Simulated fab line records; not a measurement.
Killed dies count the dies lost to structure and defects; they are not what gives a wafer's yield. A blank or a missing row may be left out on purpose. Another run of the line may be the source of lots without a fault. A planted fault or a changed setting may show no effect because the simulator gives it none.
fab line records ; flow sky130
record: lots: 5; wafers: 23
route steps=708 shown VIA1@465 METAL2@485 VIA2@507 CAPM@539
start-h: the number of hours between the record's first day and the start of the first shown wafer of the lot ; wait-h: hours since the lot's step before ; " unchanged from the row above ; L1.1+2: a single row standing in for several wafers ; - either no value or no given start ; * or withheld: withheld ; < > ~ a bound
route shown NAME@n: names a module that has steps shown in the file, with the first one's number in the route ; usual: the fault-free wafers' mean and standard deviation ; same: alike in all rows ; chamber/n: place in a boat ; sites: each site's reading ; _std_site: their standard deviation ; _edge_site: mean of outer sites minus mean of inner sites ; radius-mm: how far each site lies from the wafer's centre ; mask NAME#n: copy n ; behind: the most recent tool/chamber to have shaped the wafer ; hold: what put the lot on hold/how long, in hours/how the hold closed ; device: names the non-switching transistor (n, p or np) ; end of line: at the end of the route, the tests of the same wafers ; a step without rows: its recipe alone ; killed: at the first sort, the dies lost to defects and structure; wafer yield is something else ; map: a wafer's dies, marking killed ones x, the rest . and places with no die _
set.NAME: the setting that was run; set.NAME@STEP: the one run at that earlier step ; model.NAME: the simulator's own value behind a step, which no gauge read
one table per step and one row per wafer, for lots whose settings were changed on purpose
== steps ==
step: SKY_VIA1_COAT_07
recipe: resist: KrF-thick; spin-rpm: 3000; resist-thk-nm: 450
lot.wafer;tool;chamber;start-h;wait-h;set.spin-rpm;model.KrF-thick_of_VIA1_COAT_07.thk-nm
L074.1;litho-track-02;0;-;-;2860;461.1
L074.3;litho-track-02;0;-;-;2860;460.7
L074.4;litho-track-02;0;-;-;3000;450.7
L074.5;litho-track-02;0;-;-;3000;450
L074.6;litho-track-02;0;-;-;2860;461.5
L079.4;litho-track-01;0;-;-;3000;448.8
L079.5;litho-track-01;0;-;-;3000;448.1
L079.6;litho-track-01;0;-;-;3000;447.4
L082.1;litho-track-02;0;-;-;3000;449.1
L082.2+4+5;litho-track-02;0;-;-;3000;448.7
L082.6;litho-track-02;0;-;-;3000;449.4
L083.1;litho-track-01;0;-;-;2838;460.3
L083.2;litho-track-01;0;-;-;3000;448.7
L083.3;litho-track-01;0;-;-;3000;447.4
L083.4;litho-track-01;0;-;-;2838;461.3
L083.5;litho-track-01;0;-;-;2838;460.1
L084.1;litho-track-02;0;-;-;3000;448.1
L084.2;litho-track-02;0;-;-;2830;460.9
L084.3;litho-track-02;0;-;-;3000;446.8
L084.5;litho-track-02;0;-;-;2830;461.2
L084.6;litho-track-02;0;-;-;3000;447.3
step: SKY_VIA1_SOFTBAKE_08
recipe: temp-c: 100; time-s: 90; resist: KrF-thick
step: SKY_VIA1_EXPOSE_09
recipe: mask-id: VIM; na: 0.8; source-shape: annular; sigma-inner: 0.55; sigma-outer: 0.85; target-cd-nm: 150; dose-mj: 38
step: SKY_VIA1_ETCH_14
recipe: chemistry: N2/H2; target: BARC; ion-energy-ev: 200; source-w: 500; bias-w: 100; pressure-mtorr: 30; n2-flow-sccm: 100; h2-flow-sccm: 200; stop-on: SiO2; time-s: 45.9; target-depth-a: 600
step: SKY_VIA1_ETCH_15
recipe: target: SiO2; chemistry: C4F8/O2/Ar; target-depth-nm: 351; stop-on: TiN; mask-material: KrF-thick; source-w: 1500; bias-w: 1200; pressure-mtorr: 40; c4f8-flow-sccm: withheld; O2_flow_sccm: 6; Ar_flow_sccm: 300; time-s: 54
usual: oes-product-au: 0.983/0.0055
lot.wafer;tool;chamber;start-h;wait-h;set.leave-above-ref-nm@VIA1_CMP_02;set.spin-rpm@VIA1_COAT_07;oes-product-au;model.KrF-thick_of_VIA1_COAT_07.thk-nm;model.VIA1.feature-depth-nm
L074.1;rie-diel-02;0;824.73;0.0;345;2860;0.973;335.6;343.6
L074.3;rie-diel-02;1;824.73;0.0;325;2860;0.935;331.7;323.9
L074.4;rie-diel-02;1;824.73;0.0;345;3000;0.984;321.5;344.9
L074.5;rie-diel-02;3;824.73;0.0;325;3000;0.953;316.6;324.2
L074.6;rie-diel-02;0;824.73;0.0;345;2860;0.985;335.1;346.2
L079.4;rie-diel-02;3;831.03;0.0;345;3000;0.979;315.8;344.1
L079.5;rie-diel-02;2;831.03;0.0;345;3000;0.982;320.6;345.5
L079.6;rie-diel-02;3;831.03;0.0;345;3000;0.988;314.7;347
L082.1;rie-diel-01;2;848.96;0.0;359.5;3000;0.995;323.2;345.9
L082.2;rie-diel-01;1;848.96;0.0;359.5;3000;1.001;321;351.5
L082.4;rie-diel-01;3;848.96;0.0;345;3000;0.994;318.3;345.5
L082.5;rie-diel-01;1;848.96;0.0;359.5;3000;1.007;320.6;352.7
L082.6;rie-diel-01;0;848.96;0.0;345;3000;0.978;321.2;343.3
L083.1;rie-diel-01;3;850.68;0.0;345;2838;0.983;329.9;345.5
L083.2;rie-diel-01;2;850.68;0.0;345;3000;0.982;323;345.2
L083.3;rie-diel-01;1;850.68;0.0;345;3000;0.978;319.1;345.5
L083.4;rie-diel-01;0;850.68;0.0;358;2838;0.986;334.3;348.7
L083.5;rie-diel-01;1;850.68;0.0;358;2838;0.999;332;352.6
L084.1;rie-diel-03;1;854.64;0.0;345;3000;0.976;321.6;345.3
L084.2;rie-diel-03;2;854.64;0.0;320.6;2830;0.946;333.8;320.4
L084.3;rie-diel-03;3;854.64;0.0;345;3000;0.980;318.9;346.4
L084.5;rie-diel-03;3;854.64;0.0;320.6;2830;0.947;334.4;321.4
L084.6;rie-diel-03;2;854.64;0.0;320.6;3000;0.941;320.4;320.4
step: SKY_VIA1_STRIP_16
recipe: chemistry: O2/N2; power-w: 1400; pressure-mtorr: 1500; platen-temp-c: withheld; o2-flow-sccm: 3000; n2-flow-sccm: 300; overash-fraction: 0.5
usual: strip-time-to-endpoint-s: 4.442/0.029
lot.wafer;tool;chamber;start-h;wait-h;set.spin-rpm@VIA1_COAT_07;strip-time-to-endpoint-s
L074.1;plasma-asher-01;1;824.77;0.0;2860;4.591
L074.3;plasma-asher-01;0;824.77;0.0;2860;4.561
L074.4;plasma-asher-01;1;824.77;0.0;3000;4.471
L074.5;plasma-asher-01;0;824.77;0.0;3000;4.409
L074.6;plasma-asher-01;1;824.77;0.0;2860;4.598
L079.4;plasma-asher-04;1;831.11;0.1;3000;4.375
L079.5;plasma-asher-04;0;831.11;0.1;3000;4.439
L079.6;plasma-asher-04;1;831.11;0.1;3000;4.377
L082.1;plasma-asher-01;1;849.01;0.0;3000;4.466
L082.2;plasma-asher-01;0;849.01;0.0;3000;4.446
L082.4;plasma-asher-01;0;849.01;0.0;3000;4.429
L082.5;plasma-asher-01;0;849.01;0.0;3000;4.441
L082.6;plasma-asher-01;1;849.01;0.0;3000;4.458
L083.1;plasma-asher-04;1;850.72;0.0;2838;4.539
L083.2;plasma-asher-04;0;850.72;0.0;3000;4.479
L083.3;plasma-asher-04;1;850.72;0.0;3000;4.438
L083.4;plasma-asher-04;0;850.72;0.0;2838;4.595
L083.5;plasma-asher-04;0;850.72;0.0;2838;4.578
L084.1;plasma-asher-01;0;854.69;0.0;3000;4.469
L084.2;plasma-asher-01;1;854.69;0.0;2830;4.580
L084.3;plasma-asher-01;0;854.69;0.0;3000;4.423
L084.5;plasma-asher-01;0;854.69;0.0;2830;4.582
L084.6;plasma-asher-01;1;854.69;0.0;3000;4.428
step: SKY_VIA1_SPUTTER_20
recipe: material: TiN; target-thk-nm: 20; chamber-pressure-pa: 5; power-w: 4000; time-s: 80
lot.wafer;tool;chamber;start-h;wait-h;set.power-w;model.TiN_of_VIA1_SPUTTER_20.thk-nm
L074.1;pvd-sputter-04;-;825.37;0.0;4000;20.7
L074.3;pvd-sputter-04;-;825.37;0.0;3558;18.18
L074.4;pvd-sputter-04;-;825.37;0.0;4000;20.6
L074.5;pvd-sputter-04;-;825.37;0.0;3558;18.34
L074.6;pvd-sputter-04;-;825.37;0.0;3558;18.16
L079.4;pvd-sputter-03;-;831.66;0.0;4000;20.38
L079.5;pvd-sputter-03;-;831.66;0.0;4000;20.39
L079.6;pvd-sputter-03;-;831.66;0.0;4000;20.02
L082.1;pvd-sputter-01;-;849.60;0.0;4000;20.03
L082.2;pvd-sputter-01;-;849.60;0.0;4000;20.02
L082.4;pvd-sputter-01;-;849.60;0.0;4000;20.24
L082.5;pvd-sputter-01;-;849.60;0.0;4000;20.23
L082.6;pvd-sputter-01;-;849.60;0.0;4000;20.15
L083.1;pvd-sputter-03;-;851.31;0.0;4000;20.61
L083.2;pvd-sputter-03;-;851.31;0.0;4000;19.96
L083.3;pvd-sputter-03;-;851.31;0.0;4130;20.73
L083.4;pvd-sputter-03;-;851.31;0.0;4000;20.22
L083.5;pvd-sputter-03;-;851.31;0.0;4130;20.65
L084.1;pvd-sputter-04;-;855.32;0.0;4000;20.01
L084.2;pvd-sputter-04;-;855.32;0.0;4000;20.17
L084.3;pvd-sputter-04;-;855.32;0.0;4000;20
L084.5;pvd-sputter-04;-;855.32;0.0;4000;19.79
L084.6;pvd-sputter-04;-;855.32;0.0;4000;20.09
step: SKY_METAL2_SPUTTER_02
recipe: material: AlCu; target-thk-nm: 250; power-w: 10600; time-s: 13.3; chamber-pressure-pa: 0.4
lot.wafer;tool;chamber;start-h;wait-h;set.time-s;model.AlCu_of_METAL2_SPUTTER_02.thk-nm
L074.1;pvd-sputter-04;-;826.05;0.0;13.3;251
L074.3;pvd-sputter-04;-;826.05;0.0;13.3;246.7
L074.4;pvd-sputter-04;-;826.05;0.0;13.3;243.6
L074.5;pvd-sputter-04;-;826.05;0.0;12.25;228
L074.6;pvd-sputter-04;-;826.05;0.0;12.25;222.9
L079.4;pvd-sputter-04;-;832.35;0.0;13.3;250.3
L079.5;pvd-sputter-04;-;832.35;0.0;13.3;250.1
L079.6;pvd-sputter-04;-;832.35;0.0;13.3;252.2
L082.1;pvd-sputter-04;-;850.28;0.0;13.3;251
L082.2;pvd-sputter-04;-;850.28;0.0;12.66;231.9
L082.4;pvd-sputter-04;-;850.28;0.0;12.66;238.1
L082.5;pvd-sputter-04;-;850.28;0.0;13.3;243.7
L082.6;pvd-sputter-04;-;850.28;0.0;12.66;239.3
L083.1;pvd-sputter-04;-;852.00;0.0;13.3;253.5
L083.2;pvd-sputter-04;-;852.00;0.0;12.62;241.8
L083.3;pvd-sputter-04;-;852.00;0.0;12.62;232.6
L083.4;pvd-sputter-04;-;852.00;0.0;12.62;238.8
L083.5;pvd-sputter-04;-;852.00;0.0;13.3;246.6
L084.1;pvd-sputter-01;-;856.00;0.0;13.3;250.7
L084.2;pvd-sputter-01;-;856.00;0.0;13.3;254.1
L084.3;pvd-sputter-01;-;856.00;0.0;13.3;250.9
L084.5;pvd-sputter-01;-;856.00;0.0;13.3;252.7
L084.6;pvd-sputter-01;-;856.00;0.0;13.3;250.4
step: SKY_METAL2_SPUTTER_03
recipe: material: Ti; target-thk-nm: 5; power-w: 3000; time-s: 3.3; chamber-pressure-pa: 0.4
step: SKY_METAL2_SPUTTER_04
recipe: material: TiN; target-thk-nm: 70; power-w: 6712; time-s: 58.3; chamber-pressure-pa: 0.4
step: SKY_METAL2_RS_MEAS_05
recipe: thk-meas-gauge: four-point-probe; reads: TiN_of_METAL2_SPUTTER_04+Ti_of_METAL2_SPUTTER_03+AlCu_of_METAL2_SPUTTER_02+TiN_of_METAL2_SPUTTER_01+Ti_of_METAL2_SPUTTER_00
usual: METAL2_ALCU_RS: 0.1267/0.0018
lot.wafer;tool;chamber;start-h;wait-h;set.time-s@METAL2_SPUTTER_02;METAL2_ALCU_RS[ohm/sq]
L074.1;film-metro-03;-;826.15;0.0;13.3;0.1260
L074.3;film-metro-03;-;826.15;0.0;13.3;0.1283
L074.4;film-metro-03;-;826.15;0.0;13.3;0.1299
L074.5;film-metro-03;-;826.15;0.0;12.25;0.1394
L074.6;film-metro-03;-;826.15;0.0;12.25;0.1426
L079.4;film-metro-04;-;832.50;0.1;13.3;0.1266
L079.5;film-metro-04;-;832.50;0.1;13.3;0.1266
L079.6;film-metro-04;-;832.50;0.1;13.3;0.1256
L082.1;film-metro-03;-;850.37;0.0;13.3;0.1260
L082.2;film-metro-03;-;850.37;0.0;12.66;0.1370
L082.4;film-metro-03;-;850.37;0.0;12.66;0.1333
L082.5;film-metro-03;-;850.37;0.0;13.3;0.1300
L082.6;film-metro-03;-;850.37;0.0;12.66;0.1324
L083.1;film-metro-04;-;852.20;0.1;13.3;0.1247
L083.2;film-metro-04;-;852.20;0.1;12.62;0.1311
L083.3;film-metro-04;-;852.20;0.1;12.62;0.1366
L083.4;film-metro-04;-;852.20;0.1;12.62;0.1330
L083.5;film-metro-04;-;852.20;0.1;13.3;0.1286
L084.1;film-metro-01;-;856.09;0.0;13.3;0.1263
L084.2;film-metro-01;-;856.09;0.0;13.3;0.1246
L084.3;film-metro-01;-;856.09;0.0;13.3;0.1264
L084.5;film-metro-01;-;856.09;0.0;13.3;0.1251
L084.6;film-metro-01;-;856.09;0.0;13.3;0.1263
step: SKY_METAL2_THK_MEAS_06
recipe: thk-meas-gauge: xrf; reads: AlCu_of_METAL2_SPUTTER_02
usual: METAL2_ALCU_THK: 248/4.6
lot.wafer;tool;chamber;start-h;wait-h;set.time-s@METAL2_SPUTTER_02;METAL2_ALCU_THK[nm]
L074.1;film-metro-03;-;826.27;0.1;13.3;247
L074.3;film-metro-03;-;826.27;0.1;13.3;245
L074.4;film-metro-03;-;826.27;0.1;13.3;240
L074.5;film-metro-03;-;826.27;0.1;12.25;222
L074.6;film-metro-03;-;826.27;0.1;12.25;220
L079.4;film-metro-04;-;832.59;0.1;13.3;247
L079.5;film-metro-04;-;832.59;0.1;13.3;246
L079.6;film-metro-04;-;832.59;0.1;13.3;248
L082.1;film-metro-03;-;850.49;0.1;13.3;249
L082.2;film-metro-03;-;850.49;0.1;12.66;231
L082.4;film-metro-03;-;850.49;0.1;12.66;235
L082.5;film-metro-03;-;850.49;0.1;13.3;240
L082.6;film-metro-03;-;850.49;0.1;12.66;237
L083.1;film-metro-04;-;852.32;0.1;13.3;250
L083.2;film-metro-04;-;852.32;0.1;12.62;237
L083.3;film-metro-04;-;852.32;0.1;12.62;229
L083.4;film-metro-04;-;852.32;0.1;12.62;235
L083.5;film-metro-04;-;852.32;0.1;13.3;244
L084.1;film-metro-01;-;856.21;0.1;13.3;253
L084.2;film-metro-01;-;856.21;0.1;13.3;255
L084.3;film-metro-01;-;856.21;0.1;13.3;251
L084.5;film-metro-01;-;856.21;0.1;13.3;255
L084.6;film-metro-01;-;856.21;0.1;13.3;253
step: SKY_METAL2_DEVELOP_14
recipe: develop-time-s: 60; resist: KrF-thick; dev-temp-c: 21
lot.wafer;tool;chamber;start-h;wait-h;set.develop-time-s
L074.1+3+4+5+6;litho-track-04;0;-;-;60
L079.4+5+6;litho-track-04;0;-;-;60
L082.1+4+6;litho-track-01;0;-;-;60
L082.2+5;litho-track-01;0;-;-;67.51
L083.1+2;litho-track-01;0;-;-;60
L083.3+4+5;litho-track-01;0;-;-;55.02
L084.1+3+5;litho-track-03;0;-;-;60
L084.2+6;litho-track-03;0;-;-;66.38
step: SKY_METAL2_DESCUM_17
recipe: chemistry: O2; source-power-w: 150; bias-power-w: 0; pressure-mtorr: 10; temp-c: 40; time-s: 8
lot.wafer;tool;chamber;start-h;wait-h;set.develop-time-s@METAL2_DEVELOP_14;model.METAL2.cd-nm
L074.1;rie-metal-01;0;852.43;0.0;60;140.9
L074.3;rie-metal-01;0;852.43;0.0;60;140.3
L074.4;rie-metal-01;1;852.43;0.0;60;140.4
L074.5;rie-metal-01;1;852.43;0.0;60;140
L074.6;rie-metal-01;0;852.43;0.0;60;140.5
L079.4;rie-metal-02;0;859.24;0.0;60;138.9
L079.5;rie-metal-02;0;859.24;0.0;60;139.3
L079.6;rie-metal-02;1;859.24;0.0;60;140
L082.1;rie-metal-02;0;877.63;0.0;60;139
L082.2;rie-metal-02;1;877.63;0.0;67.51;135.9
L082.4;rie-metal-02;1;877.63;0.0;60;137.7
L082.5;rie-metal-02;1;877.63;0.0;67.51;137
L082.6;rie-metal-02;0;877.63;0.0;60;138
L083.1;rie-metal-03;0;878.58;0.0;60;140.8
L083.2;rie-metal-03;1;878.58;0.0;60;141
L083.3;rie-metal-03;0;878.58;0.0;55.02;143.1
L083.4;rie-metal-03;1;878.58;0.0;55.02;142.6
L083.5;rie-metal-03;1;878.58;0.0;55.02;143.3
L084.1;rie-metal-02;1;882.89;0.0;60;141.5
L084.2;rie-metal-02;0;882.89;0.0;66.38;138.4
L084.3;rie-metal-02;1;882.89;0.0;60;140.5
L084.5;rie-metal-02;1;882.89;0.0;60;140.2
L084.6;rie-metal-02;0;882.89;0.0;66.38;139.2
step: SKY_VIA2_HDPCVD_00
recipe: material: SiO2; target-thk-nm: 1180; sigma-open-frac: 0.3; time-s: 196.7; temp-c: 400; sih4-flow-sccm: 60; pressure-mtorr: 6
lot.wafer;tool;chamber;start-h;wait-h;set.sih4-flow-sccm;model.SiO2_of_VIA2_HDPCVD_00.thk-nm
L074.1;hdpcvd-02;1;853.22;0.0;60;1192
L074.3;hdpcvd-02;2;853.22;0.0;55.26;1073
L074.4;hdpcvd-02;1;853.22;0.0;55.26;1102
L074.5;hdpcvd-02;2;853.22;0.0;55.26;1072
L074.6;hdpcvd-02;0;853.22;0.0;60;1181
L079.4;hdpcvd-02;0;860.08;0.1;60;1170
L079.5;hdpcvd-02;1;860.08;0.1;60;1186
L079.6;hdpcvd-02;2;860.08;0.1;60;1141
L082.1;hdpcvd-02;0;878.42;0.0;52.21;1022
L082.2;hdpcvd-02;2;878.42;0.0;52.21;991.6
L082.4;hdpcvd-02;0;878.42;0.0;52.21;1027
L082.5;hdpcvd-02;1;878.42;0.0;60;1193
L082.6;hdpcvd-02;2;878.42;0.0;60;1160
L083.1;hdpcvd-01;0;879.37;0.0;68.47;1332
L083.2;hdpcvd-01;2;879.37;0.0;60;1205
L083.3;hdpcvd-01;1;879.37;0.0;68.47;1345
L083.4;hdpcvd-01;1;879.37;0.0;60;1178
L083.5;hdpcvd-01;2;879.37;0.0;60;1204
L084.1;hdpcvd-01;0;883.68;0.0;62.65;1225
L084.2;hdpcvd-01;2;883.68;0.0;60;1207
L084.3;hdpcvd-01;1;883.68;0.0;60;1186
L084.5;hdpcvd-01;0;883.68;0.0;60;1172
L084.6;hdpcvd-01;2;883.68;0.0;62.65;1234
step: SKY_VIA2_THK_MEAS_01
recipe: reads: SiO2_of_VIA2_HDPCVD_00
usual: VIA2_HDPCVD_THK: 1179/17
lot.wafer;tool;chamber;start-h;wait-h;set.sih4-flow-sccm@VIA2_HDPCVD_00;VIA2_HDPCVD_THK[nm]
L074.1;film-metro-03;-;853.35;0.1;60;1192
L074.3;film-metro-03;-;853.35;0.1;55.26;1074
L074.4;film-metro-03;-;853.35;0.1;55.26;1103
L074.5;film-metro-03;-;853.35;0.1;55.26;1071
L074.6;film-metro-03;-;853.35;0.1;60;1182
L079.4;film-metro-01;-;860.18;0.0;60;1170
L079.5;film-metro-01;-;860.18;0.0;60;1185
L079.6;film-metro-01;-;860.18;0.0;60;1142
L082.1;film-metro-01;-;878.55;0.1;52.21;1023
L082.2;film-metro-01;-;878.55;0.1;52.21;992
L082.4;film-metro-01;-;878.55;0.1;52.21;1027
L082.5;film-metro-01;-;878.55;0.1;60;1193
L082.6;film-metro-01;-;878.55;0.1;60;1159
L083.1;film-metro-01;-;879.49;0.1;68.47;1332
L083.2;film-metro-01;-;879.49;0.1;60;1205
L083.3;film-metro-01;-;879.49;0.1;68.47;1344
L083.4;film-metro-01;-;879.49;0.1;60;1177
L083.5;film-metro-01;-;879.49;0.1;60;1204
L084.1;film-metro-02;-;883.80;0.1;62.65;1226
L084.2;film-metro-02;-;883.80;0.1;60;1207
L084.3;film-metro-02;-;883.80;0.1;60;1186
L084.5;film-metro-02;-;883.80;0.1;60;1172
L084.6;film-metro-02;-;883.80;0.1;62.65;1234
step: SKY_VIA2_CMP_24
recipe: stop-on: SiO2; t-overpolish-s: 20; down-force-psi: 3.5; platen-rpm: 60; target-thk-nm: 0; pad-velocity-m-s: 0.94248
usual: overpolish-run-s: 20.002/0.0079
lot.wafer;tool;chamber;start-h;wait-h;set.t-overpolish-s;overpolish-run-s
L074.4;cmp-01;1;882.17;0.0;20;20.007
L074.1;cmp-01;3;882.17;0.0;21.93;21.925
L074.3;cmp-01;0;882.17;0.0;21.93;21.933
L074.6;cmp-01;1;882.17;0.0;20;20.007
L074.5;cmp-01;2;882.17;0.0;20;19.991
L079.4;cmp-01;0;888.30;0.1;20;20.015
L079.5;cmp-01;2;888.30;0.1;20;20.004
L079.6;cmp-01;3;888.30;0.1;20;20.002
L082.4;cmp-02;2;904.98;0.1;20;20.001
L082.2;cmp-02;3;904.98;0.1;20;20.009
L082.1;cmp-02;0;904.98;0.1;16.58;16.592
L082.6;cmp-02;1;904.98;0.1;20;20.011
L082.5;cmp-02;2;904.98;0.1;16.58;16.582
L083.2;cmp-01;2;906.20;0.0;17.8;17.790
L083.4;cmp-01;3;906.20;0.0;17.8;17.798
L083.3;cmp-01;0;906.20;0.0;20;19.990
L083.1;cmp-01;1;906.20;0.0;17.8;17.810
L083.5;cmp-01;2;906.20;0.0;20;19.993
L084.1;cmp-02;0;910.39;0.1;20;20.002
L084.3;cmp-02;1;910.39;0.1;22.04;22.032
L084.2;cmp-02;2;910.39;0.1;20;19.994
L084.5;cmp-02;3;910.39;0.1;22.04;22.046
L084.6;cmp-02;0;910.39;0.1;22.04;22.050
step: SKY_CAPM_SPUTTER_02
recipe: material: TiN; target-thk-nm: 200; temp-c: 300; power-w: 6500; time-s: 166.7; chamber-pressure-pa: 0.4
lot.wafer;tool;chamber;start-h;wait-h;set.power-w;model.TiN_of_CAPM_SPUTTER_02.thk-nm
L074.1;pvd-sputter-03;-;882.71;0.1;6500;198.4
L074.3;pvd-sputter-03;-;882.71;0.1;5933;182.4
L074.4;pvd-sputter-03;-;882.71;0.1;5933;181.7
L074.5;pvd-sputter-03;-;882.71;0.1;6500;199.8
L074.6;pvd-sputter-03;-;882.71;0.1;6500;197.5
L079.4;pvd-sputter-01;-;888.74;0.0;6500;199.7
L079.5;pvd-sputter-01;-;888.74;0.0;6500;197.9
L079.6;pvd-sputter-01;-;888.74;0.0;6500;196.5
L082.1;pvd-sputter-04;-;905.46;0.1;6500;194.1
L082.2;pvd-sputter-04;-;905.46;0.1;6500;198.8
L082.4;pvd-sputter-04;-;905.46;0.1;6500;198.2
L082.5;pvd-sputter-04;-;905.46;0.1;6500;198.9
L082.6;pvd-sputter-04;-;905.46;0.1;6500;199
L083.1;pvd-sputter-04;-;906.74;0.1;7214;217
L083.2;pvd-sputter-04;-;906.74;0.1;7214;215.1
L083.3;pvd-sputter-04;-;906.74;0.1;6500;198.6
L083.4;pvd-sputter-04;-;906.74;0.1;6500;197.2
L083.5;pvd-sputter-04;-;906.74;0.1;7214;216.1
L084.1;pvd-sputter-01;-;910.88;0.1;6203;190.5
L084.2;pvd-sputter-01;-;910.88;0.1;6203;193.5
L084.3;pvd-sputter-01;-;910.88;0.1;6500;200
L084.5;pvd-sputter-01;-;910.88;0.1;6203;189.6
L084.6;pvd-sputter-01;-;910.88;0.1;6500;202.4
step: SKY_CAPM_RS_MEAS_03
recipe: thk-meas-gauge: four-point-probe; reads: TiN_of_CAPM_SPUTTER_02
usual: CAPM_TIN_RS: 6.97/0.087
lot.wafer;tool;chamber;start-h;wait-h;set.power-w@CAPM_SPUTTER_02;CAPM_TIN_RS[ohm/sq]
L074.1;film-metro-02;-;882.82;0.1;6500;6.96
L074.3;film-metro-02;-;882.82;0.1;5933;7.59
L074.4;film-metro-02;-;882.82;0.1;5933;7.61
L074.5;film-metro-02;-;882.82;0.1;6500;6.91
L074.6;film-metro-02;-;882.82;0.1;6500;6.99
L079.4;film-metro-02;-;888.91;0.1;6500;6.91
L079.5;film-metro-02;-;888.91;0.1;6500;6.98
L079.6;film-metro-02;-;888.91;0.1;6500;7.04
L082.1;film-metro-01;-;905.57;0.1;6500;7.12
L082.2;film-metro-01;-;905.57;0.1;6500;6.94
L082.4;film-metro-01;-;905.57;0.1;6500;6.98
L082.5;film-metro-01;-;905.57;0.1;6500;6.96
L082.6;film-metro-01;-;905.57;0.1;6500;6.94
L083.1;film-metro-04;-;906.85;0.1;7214;6.37
L083.2;film-metro-04;-;906.85;0.1;7214;6.41
L083.3;film-metro-04;-;906.85;0.1;6500;6.96
L083.4;film-metro-04;-;906.85;0.1;6500;7.00
L083.5;film-metro-04;-;906.85;0.1;7214;6.40
L084.1;film-metro-04;-;910.99;0.1;6203;7.27
L084.2;film-metro-04;-;910.99;0.1;6203;7.15
L084.3;film-metro-04;-;910.99;0.1;6500;6.91
L084.5;film-metro-04;-;910.99;0.1;6203;7.31
L084.6;film-metro-04;-;910.99;0.1;6500;6.82
step: SKY_CAPM_THK_MEAS_04
recipe: thk-meas-gauge: xrf; reads: TiN_of_CAPM_SPUTTER_02
usual: CAPM_TIN_THK: 205.2/2.8
lot.wafer;tool;chamber;start-h;wait-h;set.power-w@CAPM_SPUTTER_02;CAPM_TIN_THK[nm]
L074.1;film-metro-02;-;882.94;0.1;6500;203.7
L074.3;film-metro-02;-;882.94;0.1;5933;187.1
L074.4;film-metro-02;-;882.94;0.1;5933;187.4
L074.5;film-metro-02;-;882.94;0.1;6500;206.8
L074.6;film-metro-02;-;882.94;0.1;6500;203.2
L079.4;film-metro-02;-;889.00;0.1;6500;204.2
L079.5;film-metro-02;-;889.00;0.1;6500;201.6
L079.6;film-metro-02;-;889.00;0.1;6500;201.5
L082.1;film-metro-01;-;905.69;0.1;6500;201.4
L082.2;film-metro-01;-;905.69;0.1;6500;207.3
L082.4;film-metro-01;-;905.69;0.1;6500;205.5
L082.5;film-metro-01;-;905.69;0.1;6500;206.8
L082.6;film-metro-01;-;905.69;0.1;6500;207.3
L083.1;film-metro-04;-;906.97;0.1;7214;223.7
L083.2;film-metro-04;-;906.97;0.1;7214;221.8
L083.3;film-metro-04;-;906.97;0.1;6500;204.1
L083.4;film-metro-04;-;906.97;0.1;6500;202.9
L083.5;film-metro-04;-;906.97;0.1;7214;223.1
L084.1;film-metro-04;-;911.11;0.1;6203;196.6
L084.2;film-metro-04;-;911.11;0.1;6203;200.3
L084.3;film-metro-04;-;911.11;0.1;6500;206.9
L084.5;film-metro-04;-;911.11;0.1;6203;196.0
L084.6;film-metro-04;-;911.11;0.1;6500;208.5
== key ==
split: step: SKY_VIA1_COAT_07; setting: spin-rpm; stated: 3000; by: wafer
response: step: SKY_VIA1_COAT_07; reading: model.KrF-thick_of_VIA1_COAT_07.thk-nm; change: -2.35; per: 1%; r: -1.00
response: step: SKY_VIA1_ETCH_15; reading: model.KrF-thick_of_VIA1_COAT_07.thk-nm; change: -2.51; per: 1%; r: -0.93
response: step: SKY_VIA1_STRIP_16; reading: strip-time-to-endpoint-s; change: *; per: 1%; r: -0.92
split: step: SKY_VIA1_SPUTTER_20; setting: power-w; stated: 4000; by: wafer
response: step: SKY_VIA1_SPUTTER_20; reading: model.TiN_of_VIA1_SPUTTER_20.thk-nm; change: +0.212; per: 1%; r: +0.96
split: step: SKY_METAL2_SPUTTER_02; setting: time-s; stated: 13.3; by: wafer
response: step: SKY_METAL2_SPUTTER_02; reading: model.AlCu_of_METAL2_SPUTTER_02.thk-nm; change: +2.57; per: 1%; r: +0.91
response: step: SKY_METAL2_RS_MEAS_05; reading: METAL2_ALCU_RS; change: -0.0015; per: 1%; r: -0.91
response: step: SKY_METAL2_THK_MEAS_06; reading: METAL2_ALCU_THK; change: +2.66; per: 1%; r: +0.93
split: step: SKY_METAL2_DEVELOP_14; setting: develop-time-s; stated: 60; by: wafer
response: step: SKY_METAL2_DESCUM_17; reading: model.METAL2.cd-nm; change: -0.179; per: 1%; r: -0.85
split: step: SKY_VIA2_HDPCVD_00; setting: sih4-flow-sccm; stated: 60; by: wafer
response: step: SKY_VIA2_HDPCVD_00; reading: model.SiO2_of_VIA2_HDPCVD_00.thk-nm; change: +11.4; per: 1%; r: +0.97
response: step: SKY_VIA2_THK_MEAS_01; reading: VIA2_HDPCVD_THK; change: +11.4; per: 1%; r: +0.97
split: step: SKY_VIA2_CMP_24; setting: t-overpolish-s; stated: 20; by: wafer
response: step: SKY_VIA2_CMP_24; reading: overpolish-run-s; change: +0.2; per: 1%; r: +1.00
split: step: SKY_CAPM_SPUTTER_02; setting: power-w; stated: 6500; by: wafer
response: step: SKY_CAPM_SPUTTER_02; reading: model.TiN_of_CAPM_SPUTTER_02.thk-nm; change: +1.79; per: 1%; r: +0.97
response: step: SKY_CAPM_RS_MEAS_03; reading: CAPM_TIN_RS; change: -0.0635; per: 1%; r: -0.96
response: step: SKY_CAPM_THK_MEAS_04; reading: CAPM_TIN_THK; change: +1.88; per: 1%; r: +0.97
split outside-this-file step=SKY_VIA1_CMP_02 setting=leave-above-ref-nm
split outside-this-file: this setting was split too, and the file shows its column; the key of that split is in another file
